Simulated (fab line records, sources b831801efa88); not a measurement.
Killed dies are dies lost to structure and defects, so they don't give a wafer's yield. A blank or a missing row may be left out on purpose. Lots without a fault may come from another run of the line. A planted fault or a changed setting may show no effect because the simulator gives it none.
A struck lot beside a sound one | flow sky130 | 14 steps out of a route of 708
Sound: wafers L453.1, L453.4, L453.6. Struck: wafers L443.1, L443.4, L443.5. The cause comes at the end.
At each step with rows: each side's tool, then ch and its chambers, then its first start. Under that, the readings that differ: sound wafers | struck wafers | difference of the means | sigmas: that difference in standard deviations of wafers without a fault.
alike: readings whose means differ by less than 2 such deviations, and words and numbers that are the same on both sides. not compared: withheld readings, readings that some wafer has no value for, bounds like >300 that may hide the same value, and numbers for which the record gives no deviation and whose values overlap.
The two part at a step that has a row with sigmas, a row that says differs or no value, or rows on one side only. Numbers that don't overlap but have no deviation are shown without sigmas and don't part them. A reading that every wafer of one side lacks parts them only if that side has two wafers or more.

first, 1 step without rows for these wafers: SKY_VIA3_ETCH_14 (etches BARC in N2/H2, stops on SiO2, time 45.9 s, target depth 60 nm).
SKY_VIA3_ETCH_15: etches SiO2 in C4F8/O2/Ar, stops on TiN, target depth 507 nm, time 78 s.
  sound on rie_diel-04 ch 1,2,3, day 45 12:42; struck on rie_diel-02 ch 0,1,2, day 42 22:57
  alike: oes_product_au
SKY_VIA3_STRIP_16: strips in O2/N2.
  sound on plasma_asher-02 ch 0, day 45 12:46; struck on plasma_asher-03 ch 1, day 42 23:01
  alike: drypump_motor_current_A, n2_flow_sccm, oes_product_au, strip_time_to_endpoint_s
  not compared: rf_hours_counter_h
then, 3 steps without rows for these wafers: SKY_VIA3_STRIP_17 (strips in post etch residue remover, time 1200 s); SKY_VIA3_CLEAN_18 (cleans in IPA, time 180 s); SKY_VIA3_CLEAN_19 (cleans in O3/DIW).
SKY_VIA3_SPUTTER_20: material TiN, target thk 20 nm, time 80 s.
  sound on pvd_sputter-03, day 45 13:22; struck on pvd_sputter-03, day 42 23:37
  alike: cathode_dc_power_W, chamber_pressure_pa, throttle_valve_pct
SKY_VIA3_CVD_21: deposits W, target thk 390 nm, time 117.31 s.
  sound on cvd_w-01 ch 1, day 45 13:26; struck on cvd_w-01 ch 0,1, day 42 23:40
  alike: heater_power_outer_w, heater_power_w
SKY_VIA3_RS_MEAS_22: measures by four-point-probe.
  sound on film_metro-03, day 45 13:33; struck on film_metro-01, day 42 23:47
  alike: VIA3_W_RS
SKY_VIA3_THK_MEAS_23: measures by xrf.
  sound on film_metro-03, day 45 13:40; struck on film_metro-01, day 42 23:55
  alike: VIA3_W_THK
then, 2 steps without rows for these wafers: SKY_VIA3_CMP_24 (polishes, stops on SiO2, t overpolish 20 s, target thk 0 nm); SKY_METAL4_SPUTTER_00 (material Ti, target thk 15 nm, time 10 s).
SKY_METAL4_SPUTTER_01: material TiN, target thk 20 nm, time 16.7 s.
  sound on pvd_sputter-01, day 45 14:04; struck on pvd_sputter-01, day 43 00:17
  no value came back on the struck wafers for cathode_dc_power_W (W), chamber_pressure_pa (Pa), throttle_valve_pct (%); on the sound wafers cathode_dc_power_W (W) reads 6499.0 6500.3 6501.0
SKY_METAL4_SPUTTER_02: material AlCu, target thk 735 nm, time 39.1 s.
  sound on pvd_sputter-01, day 45 14:05; struck on pvd_sputter-01, day 43 00:19
  alike: cathode_dc_power_W, chamber_pressure_pa, throttle_valve_pct

WHERE THEY PART
Only at SKY_METAL4_SPUTTER_01, within this record. Later steps at which nothing parts them and some readings are alike: SKY_METAL4_SPUTTER_02.

WHY: what the simulator had put in
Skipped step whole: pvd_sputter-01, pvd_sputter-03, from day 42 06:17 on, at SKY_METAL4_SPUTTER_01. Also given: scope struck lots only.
